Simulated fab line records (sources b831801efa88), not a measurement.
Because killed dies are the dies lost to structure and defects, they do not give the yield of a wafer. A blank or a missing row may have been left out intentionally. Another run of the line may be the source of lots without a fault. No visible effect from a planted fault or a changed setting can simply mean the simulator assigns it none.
fab line records	flow gf180mcu
record lots=5	wafers=15	last-day=34
route steps=602 shown V4@489
lots that met no fault: taken from a fault-free run of the same line
start-h: start of the lot's first displayed wafer, in hours after the record's first day	wait-h: hours since the lot's step before	" unchanged from the row above	L1.1+2: several wafers, shown together as one row	- no value, or no start given	* or withheld: withheld	< > ~ a bound
route shown NAME@n: a module of which the file shows steps, and the number in the route of the first	usual: mean/standard deviation of fault-free wafers	same: alike in all rows	chamber/n: place in a boat	sites: per-site readings	_std_site: the values' standard deviation	_edge_site: outer sites' mean less inner sites'	radius-mm: for every site, how far away it sits from the centre of the wafer	mask NAME#n: copy n	behind: the most recent tool/chamber to have shaped the wafer	hold: reason for holding the lot/hours on hold/outcome of the hold	device: the transistor (n, p or np) that didn't switch	end of line: the route-end tests of the same wafers	a step given without rows: its recipe and nothing more	killed: dies lost to structure and defects at the first sort, not the wafer's yield	map: a wafer's dies, marking killed ones x, the rest . and places with no die _
set.NAME: the run value of the setting; set.NAME@STEP: its run value at that earlier step	model.NAME: the simulator's own value behind a step, which no gauge read
lots at selected steps of the route; one table per step, one row per wafer
services: the hour from which a tool's chamber was out of use, counted from the record's first day as start-h (under 0 if before that day), plus the number of hours and why
## steps
# step GF_V4_DEVELOP_13
# recipe develop-time-s=60	resist=KrF	dev-temp-c=21
# usual exhaust-pa=44.9/0.87
lot.wafer	tool	chamber	start-h	wait-h	exhaust-pa
L075.1	litho-track-02	0	570.48	0.2	44.9
L075.3	"	0	"	"	45.9
L075.5	"	0	"	"	44.7
L076.3	litho-track-01	0	572.96	0.1	44.9
L076.4	"	0	"	"	45.9
L076.5	"	0	"	"	44.2
L079.2	litho-track-03	0	599.22	0.2	45.8
L079.4	"	0	"	"	45.9
L079.5	"	0	"	"	46.4
L089.1	litho-track-01	0	679.76	0.2	46.1
L089.4	"	0	"	"	45.7
L089.5	"	0	"	"	43.9
L097.1	litho-track-01	0	725.26	0.2	46.1
L097.2	"	0	"	"	46.2
L097.3	"	0	"	"	44.7
# step GF_V4_CD_MEAS_14
# recipe target-cd-nm=260
# usual cd-nm=260.2/1.2
lot.wafer	tool	chamber	start-h	wait-h	cd-nm
L075.1	cd-sem-01	-	570.63	0.1	259.2
L075.3	"	-	"	"	259.0
L075.5	"	-	"	"	260.0
L076.3	cd-sem-02	-	573.10	0.1	260.1
L076.4	"	-	"	"	260.9
L076.5	"	-	"	"	259.8
L079.2	cd-sem-02	-	599.36	0.1	260.5
L079.4	"	-	"	"	261.3
L079.5	"	-	"	"	262.0
L089.1	cd-sem-01	-	679.91	0.1	262.0
L089.4	"	-	"	"	261.1
L089.5	"	-	"	"	261.4
L097.1	cd-sem-02	-	725.41	0.1	259.8
L097.2	"	-	"	"	259.3
L097.3	"	-	"	"	261.6
# step GF_V4_OVL_MEAS_15
# usual V4_OVL=0/4.8
lot.wafer	tool	chamber	start-h	wait-h	V4_OVL[nm]
L075.1	overlay-01	-	570.75	0.1	5
L075.3	"	-	"	"	6
L075.5	"	-	"	"	-2
L076.3	overlay-01	-	573.19	0.1	-9
L076.4	"	-	"	"	2
L076.5	"	-	"	"	-5
L079.2	overlay-02	-	599.47	0.1	1
L079.4	"	-	"	"	-4
L079.5	"	-	"	"	-3
L089.1	overlay-01	-	680.03	0.1	-3
L089.4	"	-	"	"	-2
L089.5	"	-	"	"	-1
L097.1	overlay-02	-	725.53	0.1	4
L097.2	"	-	"	"	1
L097.3	"	-	"	"	3
# step GF_V4_ETCH_16
# recipe chemistry=N2/H2	target-depth-a=withheld	overetch-a=withheld	time-s=withheld	target=BARC	ion-energy-ev=200	source-w=500	bias-w=100	pressure-mtorr=30	n2-flow-sccm=100	h2-flow-sccm=200
# usual chamber-pressure-mTorr=30.00/0.034	drypump-motor-current-A=5.7/0.5	oes-product-au=0.854/0.0049	throttle-valve-pct=13.225/0.0079
lot.wafer	tool	chamber	start-h	wait-h	chamber-pressure-mTorr	drypump-motor-current-A	oes-product-au	throttle-valve-pct
L075.1	rie-diel-03	0	570.79	0.0	29.96	6.3	0.850	13.232
L075.3	"	3	"	"	30.03	5.6	0.860	13.221
L075.5	"	2	"	"	30.04	5.2	0.852	13.223
L076.3	rie-diel-01	1	573.22	0.0	29.99	5.6	0.855	13.223
L076.4	"	2	"	"	30.02	5.7	0.864	13.228
L076.5	"	3	"	"	29.96	5.5	0.855	13.230
L079.2	rie-diel-03	2	599.50	0.0	30.03	5.2	0.856	13.227
L079.4	"	2	"	"	30.02	5.2	0.862	13.216
L079.5	"	2	"	"	30.00	5.2	0.866	13.223
L089.1	rie-diel-03	1	680.07	0.0	29.99	5.0	0.857	13.229
L089.4	"	3	"	"	29.97	5.5	0.857	13.215
L089.5	"	2	"	"	29.94	5.2	0.861	13.218
L097.1	rie-diel-01	1	725.57	0.0	29.99	5.6	0.855	13.223
L097.2	"	0	"	"	30.04	6.5	0.856	13.241
L097.3	"	2	"	"	29.98	5.7	0.849	13.243
# step GF_V4_ETCH_17
# recipe chemistry=C4F8/O2/Ar	mask-material=KrF	target=SiO2	stop-on=TiN	source-w=1500	bias-w=1200	pressure-mtorr=40	c4f8-flow-sccm=withheld	O2_flow_sccm=6	Ar_flow_sccm=300	time-s=withheld	target-depth-a=6300
# usual chamber-pressure-mTorr=40.00/0.042	oes-product-au=0.856/0.0051
lot.wafer	tool	chamber	start-h	wait-h	chamber-pressure-mTorr	oes-product-au
L075.1	rie-diel-03	0	-	-	39.99	0.850
L075.3	"	3	"	"	39.99	0.847
L075.5	"	2	"	"	40.01	0.860
L076.3	rie-diel-01	1	-	-	39.92	0.859
L076.4	"	2	"	"	39.97	0.856
L076.5	"	3	"	"	39.98	0.850
L079.2	rie-diel-03	2	-	-	40.04	0.847
L079.4	"	2	"	"	39.99	0.851
L079.5	"	2	"	"	40.00	0.852
L089.1	rie-diel-03	1	-	-	39.96	0.858
L089.4	"	3	"	"	40.07	0.857
L089.5	"	2	"	"	40.02	0.855
L097.1	rie-diel-01	1	-	-	39.98	0.861
L097.2	"	0	"	"	40.06	0.860
L097.3	"	2	"	"	40.03	0.861
# step GF_V4_STRIP_18
# recipe chemistry=O2/N2	power-w=1400	pressure-mtorr=1500	platen-temp-c=250	o2-flow-sccm=3000	n2-flow-sccm=300	overash-fraction=0.5
# usual chamber-pressure-mTorr=1500.0/1.4	drypump-motor-current-A=5.5/0.33	heater-power-w=338/35	oes-product-au=0.593/0.0051
lot.wafer	tool	chamber	start-h	wait-h	chamber-pressure-mTorr	drypump-motor-current-A	heater-power-w	oes-product-au	rf-hours-counter-h
L075.1	plasma-asher-02	1	570.92	-	1498.3	5.6	346	0.593	96
L075.3	"	0	"	"	1499.2	5.0	307	0.592	-
L075.5	"	0	"	"	1502.8	5.1	311	0.594	-
L076.3	plasma-asher-02	0	573.38	-	1500.4	5.0	317	0.589	-
L076.4	"	1	"	"	1499.2	5.6	349	0.593	-
L076.5	"	1	"	"	1502.4	5.6	350	0.598	-
L079.2	plasma-asher-01	1	599.69	-	1500.9	5.3	384	0.594	48
L079.4	"	0	"	"	1503.5	5.8	383	0.590	-
L079.5	"	0	"	"	1500.3	5.7	367	0.588	-
L089.1	plasma-asher-02	0	680.20	-	1501.1	5.0	302	0.594	108
L089.4	"	0	"	"	1498.9	5.1	310	0.600	-
L089.5	"	1	"	"	1503.5	5.6	357	0.590	-
L097.1	plasma-asher-02	1	725.70	-	1497.6	5.6	353	0.592	113
L097.2	"	0	"	"	1499.3	5.1	306	0.589	113
L097.3	"	1	"	"	1500.7	5.6	356	0.590	-
# step GF_V4_STRIP_19
# recipe chemistry=post-etch-residue-remover	time-s=1200	temp-c=72.5
lot.wafer	tool	chamber	start-h	wait-h
L075.1+3+5	wet-bench-02	2	571.02	0.1
L076.3+4+5	wet-bench-04	1	573.45	0.0
L079.2+4+5	wet-bench-02	1	599.79	0.1
L089.1+4+5	wet-bench-02	3	680.30	0.1
L097.1+2+3	wet-bench-02	3	725.80	0.1
# step GF_V4_CLEAN_20
# recipe chemistry=DIW	dry=n2-spin
lot.wafer	tool	chamber	start-h	wait-h
L075.1+3+5	wet-bench-03	2	571.39	0.0
L076.3+4+5	wet-bench-02	0	573.82	0.0
L079.2+4+5	wet-bench-03	0	600.13	0.0
L089.1+4+5	wet-bench-04	1	680.64	0.0
L097.1+2+3	wet-bench-03	3	726.17	0.0
# step GF_V4_SPUTTER_21
# recipe material=Ti	target-thk-nm=15	chamber-pressure-pa=5	power-w=2500	substrate-temp-c=200	time-s=80.02
# usual throttle-valve-pct=30.1/1.3
lot.wafer	tool	chamber	start-h	wait-h	throttle-valve-pct
L075.1	pvd-sputter-02	-	571.48	0.0	30.8
L075.3	"	-	"	"	28.0
L075.5	"	-	"	"	31.0
L076.3	pvd-sputter-03	-	573.91	0.0	30.1
L076.4	"	-	"	"	30.1
L076.5	"	-	"	"	30.3
L079.2	pvd-sputter-03	-	600.23	0.0	30.1
L079.4	"	-	"	"	31.0
L079.5	"	-	"	"	30.9
L089.1	pvd-sputter-02	-	680.73	0.0	30.1
L089.4	"	-	"	"	31.1
L089.5	"	-	"	"	29.9
L097.1	pvd-sputter-03	-	726.27	0.0	30.7
L097.2	"	-	"	"	29.9
L097.3	"	-	"	"	30.0
# step GF_V4_SPUTTER_22
# recipe material=TiN	target-thk-nm=10	chamber-pressure-pa=5	power-w=4000	time-s=40
# usual throttle-valve-pct=30.1/1.3
lot.wafer	tool	chamber	start-h	wait-h	throttle-valve-pct
L075.1	pvd-sputter-02	-	571.54	0.0	31.0
L075.3	"	-	"	"	28.2
L075.5	"	-	"	"	31.0
L076.3	pvd-sputter-03	-	573.97	0.0	30.2
L076.4	"	-	"	"	30.1
L076.5	"	-	"	"	30.1
L079.2	pvd-sputter-03	-	600.29	0.0	30.2
L079.4	"	-	"	"	31.3
L079.5	"	-	"	"	31.2
L089.1	pvd-sputter-02	-	680.79	0.0	29.8
L089.4	"	-	"	"	31.1
L089.5	"	-	"	"	29.9
L097.1	pvd-sputter-03	-	726.33	0.0	31.0
L097.2	"	-	"	"	30.4
L097.3	"	-	"	"	30.0
# step GF_V4_CVD_23
# recipe material=W	target-thk-nm=350	time-s=104.9	temp-c=400	pressure-torr=40
# usual heater-power-w=833/44
lot.wafer	tool	chamber	start-h	wait-h	heater-power-w
L075.1	cvd-w-01	1	571.58	0.0	835
L075.3	"	1	"	"	837
L075.5	"	0	"	"	766
L076.3	cvd-w-01	0	574.05	0.1	779
L076.4	"	1	"	"	817
L076.5	"	1	"	"	836
L079.2	cvd-w-01	0	600.33	0.0	761
L079.4	"	1	"	"	846
L079.5	"	0	"	"	800
L089.1	cvd-w-01	1	680.83	0.0	839
L089.4	"	0	"	"	798
L089.5	"	0	"	"	781
L097.1	cvd-w-01	0	726.37	0.0	766
L097.2	"	1	"	"	833
L097.3	"	0	"	"	791
# step GF_V4_RS_MEAS_24
# recipe thk-meas-gauge=four-point-probe	reads=W_of_V4_CVD_23+TiN_of_V4_SPUTTER_22+Ti_of_V4_SPUTTER_21
# usual V4_W_RS=0.327/0.0035
lot.wafer	tool	chamber	start-h	wait-h	V4_W_RS[ohm/sq]
L075.1	film-metro-04	-	571.70	0.1	0.327
L075.3	"	-	"	"	0.332
L075.5	"	-	"	"	0.326
L076.3	film-metro-03	-	574.16	0.1	0.324
L076.4	"	-	"	"	0.324
L076.5	"	-	"	"	0.324
L079.2	film-metro-04	-	600.46	0.1	0.324
L079.4	"	-	"	"	0.332
L079.5	"	-	"	"	0.323
L089.1	film-metro-02	-	680.94	0.1	0.331
L089.4	"	-	"	"	0.333
L089.5	"	-	"	"	0.328
L097.1	film-metro-04	-	726.48	0.1	0.331
L097.2	"	-	"	"	0.324
L097.3	"	-	"	"	0.324
# step GF_V4_THK_MEAS_25
# recipe thk-meas-gauge=xrf	reads=W_of_V4_CVD_23
# usual V4_W_THK=350/4.6
lot.wafer	tool	chamber	start-h	wait-h	V4_W_THK[nm]
L075.1	film-metro-04	-	571.82	0.1	346
L075.3	"	-	"	"	341
L075.5	"	-	"	"	345
L076.3	film-metro-03	-	574.26	0.1	358
L076.4	"	-	"	"	356
L076.5	"	-	"	"	353
L079.2	film-metro-04	-	600.57	0.1	354
L079.4	"	-	"	"	340
L079.5	"	-	"	"	353
L089.1	film-metro-02	-	681.06	0.1	349
L089.4	"	-	"	"	348
L089.5	"	-	"	"	353
L097.1	film-metro-04	-	726.60	0.1	344
L097.2	"	-	"	"	350
L097.3	"	-	"	"	348
# step GF_V4_CMP_26
# recipe stop-on=SiO2	down-force-psi=3.5	platen-rpm=60	t-overpolish-s=15	target-thk-nm=0	pad-velocity-m-s=0.94248
# usual motor-current-A=11.0/1.2	overpolish-run-s=15.000/0.0086	time-to-endpoint-s=84.6/2.8
# same t-overpolish-s=15
lot.wafer	tool	chamber	start-h	wait-h	motor-current-A	overpolish-run-s	time-to-endpoint-s
L075.1	cmp-01	2	571.98	0.1	10.3	15.014	90.1
L075.3	"	3	"	"	9.7	14.992	84.8
L075.5	"	1	"	"	10.6	14.995	88.4
L076.3	cmp-02	2	574.35	0.1	10.0	15.010	85.8
L076.4	"	1	"	"	13.2	15.002	86.9
L076.5	"	3	"	"	12.4	15.002	84.1
L079.4	cmp-01	0	600.72	0.1	10.2	14.990	82.2
L079.2	"	1	"	"	11.1	15.004	87.5
L079.5	"	3	"	"	9.5	15.003	84.0
L089.4	cmp-01	2	681.17	0.1	9.6	14.996	84.6
L089.1	"	0	"	"	9.8	15.008	86.7
L089.5	"	1	"	"	10.0	14.993	88.2
L097.3	cmp-02	3	726.71	0.1	12.2	14.998	86.7
L097.2	"	0	"	"	11.5	14.999	84.0
L097.1	"	1	"	"	12.1	14.989	85.0
## services
tool	chamber	start-h	hours	kind
rie-diel-01	1	546.51	11.4	repair
rie-diel-01	3	549.31	17.9	repair
cmp-02	-	556.24	0.8	repair
rie-diel-03	0	571.35	4.2	repair
cmp-01	-	572.18	4.0	pm
rie-diel-03	3	576.40	2.7	repair
plasma-asher-02	-	579.63	2.8	pm
pvd-sputter-02	-	581.17	1.5	repair
cvd-w-01	-	588.75	1.4	repair
cmp-01	-	591.56	3.6	repair
rie-diel-03	1	599.32	7.8	repair
cvd-w-01	0	606.74	2.1	repair
rie-diel-03	3	611.80	6.4	repair
rie-diel-03	2	612.10	13.2	repair
plasma-asher-02	-	612.53	0.4	repair
cvd-w-01	-	638.26	0.5	repair
pvd-sputter-03	-	638.32	5.5	repair
cmp-02	-	676.34	1.6	repair
cmp-02	-	683.12	1.8	repair
plasma-asher-02	-	689.42	0.9	repair
rie-diel-03	-	695.74	15.6	pm
rie-diel-01	-	704.53	14.6	pm
cmp-02	-	719.74	3.7	repair
pvd-sputter-03	-	722.21	1.1	repair
## key
fault none
